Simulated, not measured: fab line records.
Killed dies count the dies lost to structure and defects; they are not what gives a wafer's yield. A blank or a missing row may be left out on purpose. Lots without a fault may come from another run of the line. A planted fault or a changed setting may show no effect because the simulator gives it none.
Which tool did it? | flow gf180mcu | 24 lots, 72 wafers sampled, at 5 steps of a route of 602

== WHAT THE GAUGES SHOWED, per wafer ==
GF_V4_OVL_MEAS_15.
lot  | measured     | on         | V4_OVL (nm)
L074 | day 24 06:28 | overlay-02 | -6 2 -2
L075 | day 24 19:12 | overlay-01 | 4 -1 8
L076 | day 24 21:44 | overlay-02 | -6 -3 7
L077 | day 25 13:46 | overlay-02 | 9 -1 2
L078 | day 26 00:53 | overlay-02 | 7 13 14
L079 | day 26 02:05 | overlay-02 | -5 -4 -7
L080 | day 26 19:49 | overlay-01 | 5 10 7
L081 | day 26 20:17 | overlay-02 | -9 1 -8
L082 | day 27 02:38 | overlay-02 | -5 6 1
L083 | day 27 13:17 | overlay-01 | -3 13 3
L084 | day 27 21:20 | overlay-01 | 1 -4 -8
L085 | day 28 01:52 | overlay-02 | 7 0 8
L086 | day 28 10:40 | overlay-01 | -2 -7 0
L087 | day 28 14:53 | overlay-01 | -9 -9 -8
L088 | day 29 00:53 | overlay-02 | 8 8 1
L089 | day 29 10:47 | overlay-01 | 1 4 5
L090 | day 29 20:32 | overlay-02 | 11 14 -2
L091 | day 29 20:40 | overlay-01 | -1 3 -4
L092 | day 30 02:14 | overlay-01 | 2 3 10
L093 | day 30 11:50 | overlay-02 | 9 7 8
L094 | day 30 16:50 | overlay-02 | 6 11 6
L095 | day 30 21:23 | overlay-01 | 1 4 11
L096 | day 31 02:19 | overlay-01 | 0 6 1
L097 | day 31 10:50 | overlay-01 | 1 -4 0

GF_V5_CD_MEAS_14: the cd target is 260 nm.
lot  | measured     | on       | cdNm (nm)
L074 | day 27 00:36 | cdSem-02 | 258.8 258.5 259.5
L075 | day 27 13:52 | cdSem-02 | 261.0 261.6 261.0
L076 | day 27 15:07 | cdSem-02 | 259.9 259.1 259.5
L077 | day 28 06:37 | cdSem-02 | 261.8 261.6 261.0
L078 | day 28 16:10 | cdSem-01 | 259.1 259.6 259.0
L079 | day 28 17:03 | cdSem-02 | 259.2 259.4 259.9
L080 | day 29 11:19 | cdSem-02 | 257.2 257.8 257.5
L081 | day 29 09:40 | cdSem-01 | 261.4 260.6 261.2
L082 | day 29 16:17 | cdSem-02 | 259.9 260.2 260.3
L083 | day 30 02:34 | cdSem-02 | 260.5 260.5 261.6
L084 | day 30 08:39 | cdSem-02 | 260.8 259.8 261.1
L085 | day 30 14:31 | cdSem-01 | 260.4 260.2 260.4
L086 | day 30 21:49 | cdSem-02 | 260.9 260.0 260.5
L087 | day 31 02:13 | cdSem-01 | 262.3 260.1 260.6
L088 | day 31 11:27 | cdSem-02 | 257.5 258.9 260.2
L089 | day 31 20:19 | cdSem-02 | 260.1 259.5 260.6
L090 | day 32 04:58 | cdSem-01 | 259.5 259.7 260.8
L091 | day 32 06:55 | cdSem-01 | 261.3 260.5 258.7
L092 | day 32 09:29 | cdSem-02 | 260.9 259.9 260.4
L093 | day 32 18:31 | cdSem-02 | 259.8 259.9 260.0
L094 | day 32 22:34 | cdSem-02 | 260.4 260.5 261.3
L095 | day 33 03:52 | cdSem-01 | 262.7 263.6 264.5
L096 | day 33 07:55 | cdSem-02 | 259.3 261.0 260.2
L097 | day 33 14:47 | cdSem-01 | 259.4 258.4 259.9

== WHICH TOOL RAN EACH LOT (tool, then ch and the chambers of the sampled wafers, then the start) ==
lot  | GF_M4_SPUTTER_02            | GF_V4_CVD_02                    | GF_V4_STRIP_18
L074 | pvdSputter-04, day 22 07:32 | pecvd-03 ch 0,1, day 23 07:29   | plasmaAsher-03 ch 0,1, day 24 06:38
L075 | pvdSputter-01, day 22 20:55 | pecvd-03 ch 0,1,2, day 23 20:13 | plasmaAsher-01 ch 0,1, day 24 19:23
L076 | pvdSputter-01, day 22 23:15 | pecvd-04 ch 1,2, day 23 23:13   | plasmaAsher-01 ch 0,1, day 24 21:54
L077 | pvdSputter-04, day 23 15:44 | pecvd-04 ch 0,2, day 24 15:17   | plasmaAsher-01 ch 0,1, day 25 13:56
L078 | pvdSputter-03, day 24 04:22 | pecvd-01 ch 0,1,2, day 25 03:00 | plasmaAsher-03 ch 0,1, day 26 01:03
L079 | pvdSputter-01, day 24 06:05 | pecvd-03 ch 0,1, day 25 04:33   | plasmaAsher-03 ch 0,1, day 26 02:15
L080 | pvdSputter-03, day 25 00:20 | pecvd-03 ch 0,1, day 25 22:14   | plasmaAsher-01 ch 0,1, day 26 19:59
L081 | pvdSputter-01, day 25 00:38 | pecvd-01 ch 0,1, day 25 22:32   | plasmaAsher-02 ch 0,1, day 26 20:27
L082 | pvdSputter-01, day 25 07:20 | pecvd-04 ch 1,2, day 26 05:39   | plasmaAsher-03 ch 0, day 27 02:48
L083 | pvdSputter-04, day 25 17:18 | pecvd-03 ch 0,1,2, day 26 16:02 | plasmaAsher-03 ch 0,1, day 27 13:27
L084 | pvdSputter-04, day 26 04:05 | pecvd-04 ch 0,2, day 27 01:11   | plasmaAsher-02 ch 0,1, day 27 21:30
L085 | pvdSputter-03, day 26 07:49 | pecvd-03 ch 0,2, day 27 05:23   | plasmaAsher-01 ch 0,1, day 28 02:02
L086 | pvdSputter-01, day 26 17:26 | pecvd-04 ch 0,1,2, day 27 14:55 | plasmaAsher-01 ch 0,1, day 28 10:50
L087 | pvdSputter-03, day 26 21:11 | pecvd-01 ch 0,1,2, day 27 18:40 | plasmaAsher-01 ch 0,1, day 28 15:03
L088 | pvdSputter-04, day 27 08:12 | pecvd-01 ch 1,2, day 28 05:09   | plasmaAsher-01 ch 0,1, day 29 01:03
L089 | pvdSputter-04, day 27 18:38 | pecvd-04 ch 0,2, day 28 14:58   | plasmaAsher-01 ch 0,1, day 29 10:58
L090 | pvdSputter-03, day 28 05:14 | pecvd-03 ch 0,1, day 29 01:28   | plasmaAsher-01 ch 0,1, day 29 20:42
L091 | pvdSputter-01, day 28 06:07 | pecvd-04 ch 0,1, day 29 02:02   | plasmaAsher-03 ch 0, day 29 20:50
L092 | pvdSputter-04, day 28 10:10 | pecvd-01 ch 1,2, day 29 06:41   | plasmaAsher-03 ch 0, day 30 02:24
L093 | pvdSputter-03, day 28 21:20 | pecvd-03 ch 0,1, day 29 17:13   | plasmaAsher-02 ch 0,1, day 30 12:00
L094 | pvdSputter-01, day 29 03:41 | pecvd-04 ch 0,1, day 29 22:24   | plasmaAsher-02 ch 0,1, day 30 17:00
L095 | pvdSputter-03, day 29 06:11 | pecvd-03 ch 0,1, day 30 02:31   | plasmaAsher-02 ch 0,1, day 30 21:33
L096 | pvdSputter-04, day 29 12:13 | pecvd-01 ch 0,2, day 30 07:35   | plasmaAsher-03 ch 0,1, day 31 02:29
L097 | pvdSputter-03, day 29 21:14 | pecvd-01 ch 1,2, day 30 16:25   | plasmaAsher-01 ch 0,1, day 31 11:00
- GF_M4_SPUTTER_02: material AlCu, target thk 450 nm, time 23.9 s.
- GF_V4_CVD_02: deposits SiO2 from TEOS, target thk 850 nm, time 94.851 s.
- GF_V4_STRIP_18: strips in O2/N2.

== AS READ BY THE TOOLS THEMSELVES (means over the sampled wafers that have a number; for cases with no such wafer, the mark the record gives instead) ==
GF_M4_SPUTTER_02.
lot  | tool          | throttleValvePct (%)
L074 | pvdSputter-04 | 29.6
L075 | pvdSputter-01 | 29.4
L076 | pvdSputter-01 | 29.0
L077 | pvdSputter-04 | 29.6
L078 | pvdSputter-03 | 30.2
L079 | pvdSputter-01 | 29.1
L080 | pvdSputter-03 | 30.1
L081 | pvdSputter-01 | 29.4
L082 | pvdSputter-01 | 29.1
L083 | pvdSputter-04 | 29.5
L084 | pvdSputter-04 | 29.5
L085 | pvdSputter-03 | 30.6
L086 | pvdSputter-01 | 29.9
L087 | pvdSputter-03 | 30.6
L088 | pvdSputter-04 | 29.3
L089 | pvdSputter-04 | 29.8
L090 | pvdSputter-03 | 30.2
L091 | pvdSputter-01 | 29.2
L092 | pvdSputter-04 | 29.6
L093 | pvdSputter-03 | 30.2
L094 | pvdSputter-01 | 29.6
L095 | pvdSputter-03 | 30.2
L096 | pvdSputter-04 | 29.2
L097 | pvdSputter-03 | 31.1

GF_V4_CVD_02.
lot  | tool     | heaterPowerW (W) | susceptorTempC (C)
L074 | pecvd-03 | 773              | 399.69
L075 | pecvd-03 | 674              | 399.74
L076 | pecvd-04 | 593              | 400.21
L077 | pecvd-04 | 667              | 399.99
L078 | pecvd-01 | 718              | 400.17
L079 | pecvd-03 | 667              | 399.97
L080 | pecvd-03 | 675              | 399.98
L081 | pecvd-01 | 728              | 400.12
L082 | pecvd-04 | 641              | 399.87
L083 | pecvd-03 | 725              | 399.93
L084 | pecvd-04 | 670              | 400.00
L085 | pecvd-03 | 684              | 399.95
L086 | pecvd-04 | 618              | 399.94
L087 | pecvd-01 | 739              | 399.90
L088 | pecvd-01 | 715              | 399.96
L089 | pecvd-04 | 676              | 399.91
L090 | pecvd-03 | 674              | 400.05
L091 | pecvd-04 | 668              | 399.98
L092 | pecvd-01 | 632              | 400.12
L093 | pecvd-03 | 634              | 399.88
L094 | pecvd-04 | 637              | 400.14
L095 | pecvd-03 | 631              | 399.79
L096 | pecvd-01 | 674              | 400.19
L097 | pecvd-01 | 684              | 400.12

GF_V4_STRIP_18.
lot  | tool           | drypumpMotorCurrentA (A) | heaterPowerW (W) | oesProductAu (a.u.)
L074 | plasmaAsher-03 | 6.0                      | 302              | 0.590
L075 | plasmaAsher-01 | 5.8                      | 332              | 0.590
L076 | plasmaAsher-01 | 6.1                      | 333              | 0.591
L077 | plasmaAsher-01 | 5.8                      | 327              | 0.589
L078 | plasmaAsher-03 | 6.0                      | 298              | 0.592
L079 | plasmaAsher-03 | 6.0                      | 296              | 0.595
L080 | plasmaAsher-01 | 5.8                      | 330              | 0.591
L081 | plasmaAsher-02 | 5.7                      | 290              | 0.592
L082 | plasmaAsher-03 | 6.0                      | 309              | 0.592
L083 | plasmaAsher-03 | 6.0                      | 289              | 0.593
L084 | plasmaAsher-02 | 5.7                      | 293              | 0.592
L085 | plasmaAsher-01 | 6.1                      | 334              | 0.593
L086 | plasmaAsher-01 | 6.0                      | 335              | 0.594
L087 | plasmaAsher-01 | 6.1                      | 336              | 0.592
L088 | plasmaAsher-01 | 6.0                      | 333              | 0.593
L089 | plasmaAsher-01 | 6.1                      | 339              | 0.592
L090 | plasmaAsher-01 | 6.0                      | 332              | 0.593
L091 | plasmaAsher-03 | 6.0                      | 307              | 0.591
L092 | plasmaAsher-03 | 6.0                      | 313              | 0.588
L093 | plasmaAsher-02 | 5.9                      | 289              | 0.590
L094 | plasmaAsher-02 | 5.9                      | 288              | 0.595
L095 | plasmaAsher-02 | 5.9                      | 289              | 0.593
L096 | plasmaAsher-03 | 6.0                      | 306              | 0.592
L097 | plasmaAsher-01 | 6.0                      | 329              | 0.596

== THE ANSWER, worked out from the rows above alone ==
Rule: the usual values come from the lots themselves. Put in order of their means at a reading, lots are off if they are a third of the lots or fewer, leave a main group of 4 or more, and stand apart from it by a gap of 3 or more times the standard deviation of the main group's means; of several such gaps the widest counts. A main group is skipped when, at the precision printed for the reading in the tables above, its means are all equal. A lot without any number at a reading at which 4 lots or more have one is off too. Where the step has rows for the other lots, those lots are counted as sound. First the gauges in route order, then the tools' own readings, where a lot's mean is used as printed above. At the first step where some lot is off, the reading lying furthest off is the one used; lots without a number count as furthest.
None of the lots is off at any reading shown; this tells nothing.

== WHAT THE SIMULATOR HAD INSERTED ==
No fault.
